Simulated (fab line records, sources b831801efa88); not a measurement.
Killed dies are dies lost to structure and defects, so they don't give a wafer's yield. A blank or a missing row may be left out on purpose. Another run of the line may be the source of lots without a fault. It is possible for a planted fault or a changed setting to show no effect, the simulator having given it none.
fab line records + flow sky130
record:
- lots: 5
- wafers: 14
- last-day: 50
route steps=708 shown POLY_CUT@317 SD_P@320 RES_XHIGH@332 SD_N@342 PAD_OPEN@708
lots with no fault: from the same line, run without faults
start-h: hours from the record's opening day to when the first of the lot's shown wafers began + wait-h: time in hours since the lot's previous step + " unchanged from the row above + L1.1+2: a single row standing in for several wafers + - value missing, or start not given + * or withheld: withheld + < > ~ a bound
route shown NAME@n: a module of which the file shows steps, and the number in the route of the first + usual: mean/standard deviation of fault-free wafers + same: alike in all rows + chamber/n: place in a boat + sites: readings site by site + _std_site: standard deviation across them + _edge_site: inner sites' mean taken away from outer sites' mean + radius-mm: for every site, how far away it sits from the centre of the wafer + mask NAME#n: copy n + behind: the tool/chamber that last shaped the wafer + hold: why the lot was held/for how many hours/how that ended + device: which transistor (n, p or np) failed to switch + end of line: tests of these same wafers at the route's end + a step with no rows: only its recipe + killed: the dies lost at the first sort to structure and to defects; this is not the yield of the wafer + map: dies across one wafer; x = killed, . = not, _ = none there
set.NAME: setting as actually run; set.NAME@STEP: the setting as run at that earlier step + model.NAME: the simulator's own value behind a step, which no gauge read
certain route steps with their lots: each step a table, each wafer a row
services: when a tool's chamber went out of use (start-h, in hours from the record's first day, below 0 if earlier), for how many hours, and the reason
== steps ==
step: SKY_POLY_CUT_ETCH_10
recipe:
- chemistry: N2/H2
- target: BARC
- ion-energy-ev: 200
- source-w: 500
- bias-w: 100
- pressure-mtorr: 30
- n2-flow-sccm: 100
- h2-flow-sccm: 200
- stop-on: SiO2
- time-s: 45.9
- target-depth-a: 600
step: SKY_POLY_CUT_ETCH_11
recipe:
- target: Si3N4
- chemistry: CF4/CH2F2/Ar
- stop-on: poly-Si
- source-w: 600
- bias-w: 150
- pressure-mtorr: 40
- cf4-flow-sccm: 40
- ch2f2-flow-sccm: 20
- Ar_flow_sccm: 150
- time-s: 42.5
- target-depth-a: 600
step: SKY_POLY_CUT_STRIP_12
recipe:
- chemistry: O2/N2
- power-w: 1400
- pressure-mtorr: 1500
- platen-temp-c: withheld
- o2-flow-sccm: 3000
- n2-flow-sccm: 300
- overash-fraction: 0.5
step: SKY_SD_P_DEHYDRATE_00
recipe:
- temp-c: 200
- time-s: 60
step: SKY_SD_P_HMDS_01
recipe:
- prime-time-s: 60
- prime-temp-c: 120
step: SKY_SD_P_COAT_02
recipe:
- resist: NOVOLAK
- spin-rpm: 3000
- resist-thk-nm: 1140
step: SKY_SD_P_SOFTBAKE_03
recipe:
- temp-c: 90
- time-s: 60
- resist: NOVOLAK
step: SKY_SD_P_EXPOSE_04
recipe:
- mask-id: PSDM
- na: 0.6
- source-shape: conventional
- sigma-outer: 0.6
- polarization: unpolarized
- target-cd-nm: 380
- dose-mj: 138
step: SKY_SD_P_PEB_05
recipe:
- temp-c: withheld
- time-s: *
- resist: NOVOLAK
step: SKY_SD_P_DEVELOP_06
recipe:
- resist: NOVOLAK
- developer: TMAH
- develop-time-s: 60
- dev-temp-c: 23
step: SKY_SD_P_IMPLANT_09
recipe:
- species: BF2
- energy-kev: 20
- dose-cm2: 3e+15
- tilt-deg: 0
| lot.wafer  | tool         | chamber | start-h | wait-h |
|------------|--------------|---------|---------|--------|
| L384.2+5+6 | implanter-02 | 0       | 630.53  | 0.0    |
| L385.1+5+6 | implanter-02 | 0       | 638.35  | 0.0    |
| L386.4+5   | implanter-02 | 0       | 649.93  | 0.1    |
| L396.1+2+5 | implanter-02 | 0       | 724.25  | 0.0    |
| L401.1+3+6 | implanter-01 | 0       | 764.61  | 0.0    |
step: SKY_SD_P_STRIP_10
recipe:
- chemistry: O2/N2
- power-w: 1400
- pressure-mtorr: 1500
- platen-temp-c: withheld
- o2-flow-sccm: 3000
- n2-flow-sccm: 300
- overash-fraction: 0.5
usual:
- drypump-motor-current-A: 5.6/0.36
- oes-product-au: 0.617/0.0046
- strip-time-to-endpoint-s: 17.50/0.041
same:
- overash-fraction: 0.5
| lot.wafer | tool            | chamber | start-h | wait-h | drypump-motor-current-A | oes-product-au | rf-hours-counter-h | strip-time-to-endpoint-s |
|-----------|-----------------|---------|---------|--------|-------------------------|----------------|--------------------|--------------------------|
| L384.2    | plasma-asher-01 | 1       | 630.66  | 0.1    | 6.1                     | 0.611          | 51                 | 17.56                    |
| L384.5    | "               | 1       | "       | "      | 6.2                     | 0.627          | -                  | 16.79                    |
| L384.6    | "               | 0       | "       | "      | 5.3                     | 0.605          | -                  | 17.56                    |
| L385.1    | plasma-asher-03 | 0       | 638.50  | 0.1    | 5.7                     | 0.631          | 83                 | 16.76                    |
| L385.5    | "               | 0       | "       | "      | 5.7                     | 0.645          | -                  | 16.74                    |
| L385.6    | "               | 1       | "       | "      | 5.6                     | 0.609          | -                  | 17.52                    |
| L386.4    | plasma-asher-01 | 1       | 650.04  | 0.1    | 6.2                     | 0.616          | -                  | 17.49                    |
| L386.5    | "               | 1       | "       | "      | 6.1                     | 0.633          | -                  | 16.77                    |
| L396.1    | plasma-asher-03 | 1       | 724.40  | 0.1    | 5.6                     | 0.624          | 92                 | 17.51                    |
| L396.2    | "               | 0       | "       | "      | 5.7                     | 0.617          | 92                 | 17.48                    |
| L396.5    | "               | 1       | "       | "      | 5.6                     | 0.621          | -                  | 17.53                    |
| L401.1    | plasma-asher-01 | 0       | 764.76  | 0.1    | 5.3                     | 0.622          | 64                 | 17.49                    |
| L401.3    | "               | 1       | "       | "      | 6.2                     | 0.617          | -                  | 17.55                    |
| L401.6    | "               | 0       | "       | "      | 5.3                     | 0.616          | -                  | 17.52                    |
step: SKY_SD_P_TW_MEAS_11
usual:
- SD_P_TW: 2826/33
| lot.wafer | tool          | chamber | start-h | wait-h | SD_P_TW |
|-----------|---------------|---------|---------|--------|---------|
| L384.2    | film-metro-02 | -       | 630.77  | 0.1    | 2799    |
| L384.5    | "             | -       | "       | "      | 2600    |
| L384.6    | "             | -       | "       | "      | 2808    |
| L385.1    | film-metro-02 | -       | 638.60  | 0.1    | 2594    |
| L385.5    | "             | -       | "       | "      | 2599    |
| L385.6    | "             | -       | "       | "      | 2800    |
| L386.4    | film-metro-03 | -       | 650.14  | 0.1    | 2842    |
| L386.5    | "             | -       | "       | "      | 2639    |
| L396.1    | film-metro-02 | -       | 724.50  | 0.1    | 2784    |
| L396.2    | "             | -       | "       | "      | 2775    |
| L396.5    | "             | -       | "       | "      | 2792    |
| L401.1    | film-metro-03 | -       | 764.86  | 0.1    | 2842    |
| L401.3    | "             | -       | "       | "      | 2857    |
| L401.6    | "             | -       | "       | "      | 2850    |
step: SKY_RES_XHIGH_DEHYDRATE_00
recipe:
- temp-c: 200
- time-s: 60
step: SKY_RES_XHIGH_HMDS_01
recipe:
- prime-time-s: 60
- prime-temp-c: 120
step: SKY_RES_XHIGH_COAT_02
recipe:
- resist: NOVOLAK
- spin-rpm: 3000
- resist-thk-nm: 1140
step: SKY_RES_XHIGH_SOFTBAKE_03
recipe:
- temp-c: 90
- time-s: 60
- resist: NOVOLAK
step: SKY_RES_XHIGH_EXPOSE_04
recipe:
- mask-id: URPM
- na: 0.6
- source-shape: conventional
- sigma-outer: 0.6
- polarization: unpolarized
- target-cd-nm: 1270
- dose-mj: 140
step: SKY_RES_XHIGH_PEB_05
recipe:
- temp-c: withheld
- time-s: *
- resist: NOVOLAK
step: SKY_RES_XHIGH_DEVELOP_06
recipe:
- resist: NOVOLAK
- developer: TMAH
- develop-time-s: 60
- dev-temp-c: 23
step: SKY_RES_XHIGH_IMPLANT_07
recipe:
- species: BF2
- energy-kev: 20
- dose-cm2: 3.6e+14
- tilt-deg: 0
step: SKY_RES_XHIGH_STRIP_08
recipe:
- chemistry: O2/N2
- power-w: 1400
- pressure-mtorr: 1500
- platen-temp-c: withheld
- o2-flow-sccm: 3000
- n2-flow-sccm: 300
- overash-fraction: 0.5
step: SKY_SD_N_DEHYDRATE_00
recipe:
- temp-c: 200
- time-s: 60
step: SKY_SD_N_HMDS_01
recipe:
- prime-time-s: 60
- prime-temp-c: 120
step: SKY_SD_N_COAT_02
recipe:
- resist: NOVOLAK
- spin-rpm: 3000
- resist-thk-nm: 1140
step: SKY_SD_N_SOFTBAKE_03
recipe:
- temp-c: 90
- time-s: 60
- resist: NOVOLAK
step: SKY_SD_N_EXPOSE_04
recipe:
- mask-id: NSDM
- na: 0.6
- source-shape: conventional
- sigma-outer: 0.6
- polarization: unpolarized
- target-cd-nm: 380
- dose-mj: 141
step: SKY_SD_N_PEB_05
recipe:
- temp-c: withheld
- time-s: *
- resist: NOVOLAK
step: SKY_SD_N_DEVELOP_06
recipe:
- resist: NOVOLAK
- developer: TMAH
- develop-time-s: 60
- dev-temp-c: 23
step: SKY_SD_N_IMPLANT_09
recipe:
- species: As
- energy-kev: 50
- dose-cm2: 4e+15
- tilt-deg: 0
step: SKY_SD_N_IMPLANT_10
recipe:
- species: P
- energy-kev: 20
- dose-cm2: 1e+14
- tilt-deg: 0
step: SKY_SD_N_STRIP_11
recipe:
- chemistry: O2/N2
- power-w: 1400
- pressure-mtorr: 1500
- platen-temp-c: withheld
- o2-flow-sccm: 3000
- n2-flow-sccm: 300
- overash-fraction: 0.5
step: SKY_SD_N_CLEAN_13
recipe:
- chemistry: SC1/SC2
- mix: 1:4:20
- temp-c: 70
- time-s: 150
- dry: n2-spin
step: SKY_SD_N_RTA_14
recipe:
- temp-c: 1075
- time-s: 2
- idle-temp-c: 650
- ramp-up-c-per-s: 150
- ramp-down-c-per-s: 90
- ambient: N2
step: SKY_SD_N_RS_MEAS_17
recipe:
- thk-meas-gauge: four-point-probe
usual:
- SD_P_RS: 147.0/0.3
| lot.wafer | tool          | chamber | start-h | wait-h | SD_P_RS[ohm/sq] |
|-----------|---------------|---------|---------|--------|-----------------|
| L384.2    | film-metro-03 | -       | 688.48  | 0.1    | 146.7           |
| L384.5    | "             | -       | "       | "      | 153.1           |
| L384.6    | "             | -       | "       | "      | 146.8           |
| L385.1    | film-metro-03 | -       | 695.40  | 0.1    | 153.2           |
| L385.5    | "             | -       | "       | "      | 153.1           |
| L385.6    | "             | -       | "       | "      | 147.4           |
| L386.4    | film-metro-03 | -       | 707.45  | 0.1    | 147.3           |
| L386.5    | "             | -       | "       | "      | 153.5           |
| L396.1    | film-metro-02 | -       | 779.09  | 0.1    | 146.4           |
| L396.2    | "             | -       | "       | "      | 146.6           |
| L396.5    | "             | -       | "       | "      | 146.8           |
| L401.1    | film-metro-03 | -       | 817.51  | 0.1    | 147.6           |
| L401.3    | "             | -       | "       | "      | 147.3           |
| L401.6    | "             | -       | "       | "      | 147.4           |
step: SKY_PAD_OPEN_PROBE_99
usual:
- killed_at_M0_to_M3: 43/6.5
- killed_at_M4_up: 3.1/1.8
- killed-at-contacts: 24/5.6
- killed-at-front-end: 15/4.2
- killed-at-other: 0.3/0.5
- killed-dies: 86/8.9
- killed-open: 47/6.9
- killed-short: 39/5.9
same:
- gross-dies: 492
- killed-at-back-side: 0
| lot.wafer | tool      | chamber | start-h | wait-h | killed_at_M0_to_M3 | killed_at_M4_up | killed-at-contacts | killed-at-front-end | killed-at-other | killed-dies | killed-open | killed-short | model.etest.licon-high-po.rc-ohm | model.etest.res-high-po.line-ohm-um | model.etest.res-pdiff.line-ohm-um | model.etest.pfet_01v8.r-on-ohm-um | model.etest.res-high-po.rs-ohm-sq-range | model.etest.pfet-g5v0d10v5.r-on-ohm-um | model.etest.res-high-po.rs-ohm-sq | model.etest.licon-pdiff.rc-ohm |
|-----------|-----------|---------|---------|--------|--------------------|-----------------|--------------------|---------------------|-----------------|-------------|-------------|--------------|----------------------------------|-------------------------------------|-----------------------------------|-----------------------------------|-----------------------------------------|----------------------------------------|-----------------------------------|--------------------------------|
| L384.2    | prober-01 | -       | 1104.77 | 0.1    | 40                 | 3               | 24                 | 9                   | 1               | 77          | 45          | 32           | 347.6                            | 751.4                               | 1338                              | 2911                              | 11.11                                   | 4732                                   | 262.9                             | 589.2                          |
| L384.5    | prober-01 | -       | 1104.92 | 0.2    | 32                 | 2               | 23                 | 16                  | 0               | 73          | 47          | 26           | 1060                             | 1219                                | 1589                              | 3167                              | 195.8                                   | 4938                                   | 431.7                             | 763.6                          |
| L384.6    | prober-01 | -       | 1104.97 | 0.2    | 38                 | 2               | 25                 | 16                  | 0               | 81          | 41          | 40           | 361.1                            | 748.8                               | 1340                              | 2912                              | 10.15                                   | 4795                                   | 257.9                             | 572.5                          |
| L385.1    | prober-02 | -       | 1109.93 | 0.1    | 52                 | 3               | 21                 | 23                  | 0               | 99          | 58          | 41           | 1050                             | 1280                                | 1684                              | 3143                              | 197.9                                   | 4976                                   | 440                               | 733.5                          |
| L385.5    | prober-02 | -       | 1110.13 | 0.2    | 39                 | 2               | 18                 | 22                  | 0               | 81          | 41          | 40           | 1011                             | 1245                                | 1614                              | 3159                              | 179                                     | 4914                                   | 436                               | 700                            |
| L385.6    | prober-02 | -       | 1110.18 | 0.2    | 41                 | 4               | 25                 | 10                  | 0               | 80          | 41          | 39           | 344.5                            | 752.1                               | 1378                              | 2930                              | 6.61                                    | 4772                                   | 263.3                             | 553.2                          |
| L386.4    | prober-01 | -       | 1115.85 | 0.2    | 47                 | 1               | 25                 | 27                  | 1               | 101         | 54          | 47           | 350.2                            | 726.5                               | 1361                              | 2912                              | 5.759                                   | 4776                                   | 259.2                             | 606.7                          |
| L386.5    | prober-01 | -       | 1115.90 | 0.2    | 36                 | 2               | 24                 | 16                  | 0               | 78          | 39          | 39           | 1101                             | 1274                                | 1633                              | 3137                              | 197.1                                   | 4902                                   | 445.8                             | 760                            |
| L396.1    | prober-01 | -       | 1167.31 | 0.1    | 34                 | 6               | 30                 | 16                  | 0               | 86          | 43          | 43           | 340.9                            | 746.7                               | 1345                              | 2894                              | 8.784                                   | 4854                                   | 262.6                             | 602                            |
| L396.2    | prober-01 | -       | 1167.36 | 0.1    | 38                 | 6               | 22                 | 18                  | 0               | 84          | 47          | 37           | 351.1                            | 760                                 | 1338                              | 2868                              | 6.847                                   | 4785                                   | 267.2                             | 585.8                          |
| L396.5    | prober-01 | -       | 1167.51 | 0.2    | 42                 | 1               | 23                 | 13                  | 0               | 79          | 43          | 36           | 356.4                            | 742.2                               | 1343                              | 2894                              | 8.129                                   | 4826                                   | 264.3                             | 583.8                          |
| L401.1    | prober-02 | -       | 1190.41 | 0.1    | 46                 | 1               | 35                 | 11                  | 0               | 93          | 51          | 42           | 354.9                            | 749.4                               | 1385                              | 2879                              | 12.69                                   | 4759                                   | 262.2                             | 589.5                          |
| L401.3    | prober-02 | -       | 1190.51 | 0.2    | 52                 | 2               | 35                 | 16                  | 1               | 106         | 47          | 59           | 349.3                            | 732.5                               | 1370                              | 2891                              | 14.74                                   | 4766                                   | 259                               | 562.1                          |
| L401.6    | prober-02 | -       | 1190.66 | 0.2    | 38                 | 1               | 32                 | 17                  | 1               | 89          | 52          | 37           | 349.6                            | 746.5                               | 1371                              | 2974                              | 10.13                                   | 4827                                   | 264.7                             | 552.5                          |
killed by level:class
L384.2 LI_CONTACT:geometric-particle:open=13 VIA1:geometric-particle:open=8 CONTACT:geometric-particle:open=6 VIA3:geometric-particle:open=6 VIA2:geometric-particle:short=5 METAL1:geometric-particle:short=4 LI_CONTACT:geometric-particle:short=3 METAL2:geometric-particle:short=3
L384.5 VIA3:geometric-particle:open=10 LI_CONTACT:geometric-particle:open=7 FIELD_ISO:geometric-particle:open=6 CONTACT:geometric-particle:open=6 VIA2:geometric-particle:open=6 LI_CONTACT:geometric-particle:short=4 METAL1:geometric-particle:short=4 VIA1:geometric-particle:open=4
L384.6 LI_CONTACT:geometric-particle:open=9 VIA1:geometric-particle:open=7 VIA2:geometric-particle:open=7 FIELD_ISO:geometric-particle:short=6 VIA3:geometric-particle:short=6 FIELD_ISO:geometric-particle:open=5 CONTACT:geometric-particle:open=5 METAL2:geometric-particle:short=4
L385.1 VIA1:geometric-particle:open=13 LI_CONTACT:geometric-particle:open=12 VIA1:geometric-particle:short=8 VIA2:geometric-particle:open=6 FIELD_ISO:geometric-particle:open=5 FIELD_ISO:geometric-particle:short=5 CONTACT:geometric-particle:open=5 METAL1:geometric-particle:short=5
L385.5 VIA2:geometric-particle:open=9 FIELD_ISO:geometric-particle:short=8 LI_CONTACT:geometric-particle:open=8 METAL3:geometric-particle:short=5 CONTACT:geometric-particle:open=5 METAL1:geometric-particle:short=5 VIA1:geometric-particle:open=5 VIA1:geometric-particle:short=4
L385.6 VIA1:geometric-particle:open=11 LI_CONTACT:geometric-particle:open=8 LOCAL_INTERCONNECT:geometric-particle:short=6 VIA2:geometric-particle:open=5 CONTACT:geometric-particle:short=5 CONTACT:geometric-particle:open=5 POLY_GATE:geometric-particle:open=4 VIA3:geometric-particle:open=4
L386.4 VIA2:geometric-particle:open=10 VIA2:geometric-particle:short=9 FIELD_ISO:geometric-particle:short=8 CONTACT:geometric-particle:open=8 LI_CONTACT:geometric-particle:open=7 VIA1:geometric-particle:open=7 VIA3:geometric-particle:open=6 POLY_GATE:geometric-particle:open=5
L386.5 LI_CONTACT:geometric-particle:open=10 VIA1:geometric-particle:open=10 VIA1:geometric-particle:short=6 LOCAL_INTERCONNECT:geometric-particle:short=6 VIA3:geometric-particle:open=6 FIELD_ISO:geometric-particle:open=4 POLY_GATE:geometric-particle:open=4 POLY_GATE:geometric-particle:short=4
L396.1 CONTACT:geometric-particle:open=11 VIA1:geometric-particle:open=9 CONTACT:geometric-particle:short=8 METAL4:geometric-particle:short=6 LI_CONTACT:geometric-particle:open=5 LOCAL_INTERCONNECT:geometric-particle:short=5 METAL2:geometric-particle:short=5 VIA3:geometric-particle:open=4
L396.2 VIA1:geometric-particle:open=9 LI_CONTACT:geometric-particle:open=8 FIELD_ISO:geometric-particle:open=6 CONTACT:geometric-particle:open=6 METAL1:geometric-particle:short=6 VIA2:geometric-particle:short=5 METAL3:geometric-particle:short=5 POLY_GATE:geometric-particle:open=4
L396.5 VIA1:geometric-particle:open=12 VIA2:geometric-particle:open=8 LI_CONTACT:geometric-particle:short=6 LI_CONTACT:geometric-particle:open=6 VIA1:geometric-particle:short=6 CONTACT:geometric-particle:open=5 METAL2:geometric-particle:short=5 POLY_GATE:geometric-particle:short=4
L401.1 CONTACT:geometric-particle:open=12 LI_CONTACT:geometric-particle:open=8 METAL2:geometric-particle:short=8 VIA1:geometric-particle:open=8 VIA2:geometric-particle:open=8 LOCAL_INTERCONNECT:geometric-particle:short=7 CONTACT:geometric-particle:short=6 VIA1:geometric-particle:short=5
L401.3 CONTACT:geometric-particle:open=14 METAL2:geometric-particle:short=9 VIA1:geometric-particle:short=9 LI_CONTACT:geometric-particle:open=8 CONTACT:geometric-particle:short=8 VIA1:geometric-particle:open=7 POLY_GATE:geometric-particle:short=7 VIA3:geometric-particle:open=5
L401.6 VIA1:geometric-particle:open=12 CONTACT:geometric-particle:open=11 LI_CONTACT:geometric-particle:open=10 CONTACT:geometric-particle:short=8 METAL2:geometric-particle:short=5 VIA2:geometric-particle:open=5 POLY_CUT:geometric-particle:open=4 VIA3:geometric-particle:open=4
== services ==
| tool            | chamber | start-h | hours | kind   |
|-----------------|---------|---------|-------|--------|
| plasma-asher-03 | -       | 621.27  | 2.5   | repair |
| plasma-asher-01 | -       | 636.05  | 6.1   | repair |
| implanter-02    | -       | 669.71  | 5.9   | repair |
| plasma-asher-03 | -       | 690.31  | 0.4   | repair |
| plasma-asher-01 | -       | 694.85  | 2.8   | pm     |
| implanter-02    | -       | 695.39  | 2.8   | pm     |
| implanter-01    | -       | 700.94  | 17.6  | pm     |
| implanter-02    | -       | 717.51  | 0.5   | repair |
| implanter-02    | -       | 722.10  | 1.3   | repair |
| implanter-02    | -       | 756.68  | 4.6   | pm     |
| plasma-asher-03 | -       | 761.68  | 0.8   | repair |
| implanter-02    | -       | 764.66  | 0.6   | repair |
== key ==
first-sign:
- step: SKY_SD_P_STRIP_10
- reading: strip-time-to-endpoint-s
- direction: down
- sigmas: 18
- usual: *
- struck: *
effect:
- step: SKY_SD_P_STRIP_10
- reading: oes-product-au
- direction: up
- sigmas: 3.7
- usual: 0.617
- struck: 0.634
effect:
- step: SKY_SD_P_TW_MEAS_11
- reading: SD_P_TW
- direction: down
- sigmas: 6.6
- usual: 2826
- struck: 2608
effect:
- step: SKY_SD_N_RS_MEAS_17
- reading: SD_P_RS
- direction: up
- sigmas: 21
- usual: 147.0
- struck: 153.2
model-effect:
- step: SKY_PAD_OPEN_PROBE_99
- value: etest.licon-high-po.rc-ohm
- without: 344.9
- struck: 1056
met-at SKY_SD_P_IMPLANT_09
struck-wafers L384.5,L385.1,L385.5,L386.5
tester-left-out L384,L385,L386
fault:
- kind: process-parameter-drift
- tool: implanter-02
- chamber: -
- onset-h: 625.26
- steps: SKY_SD_P_IMPLANT_09
- channel: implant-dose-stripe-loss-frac
- offset: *
- shape: step
- end-h: 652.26
- scope: struck-wafers-only
tester-left-out: of these lots the tester's yield and bins aren't shown, on N5 and GAA mostly nor the transistor test; their killed dies are dies lost to structure and defects alone, not to doping, threshold or leakage, so they don't give the yield
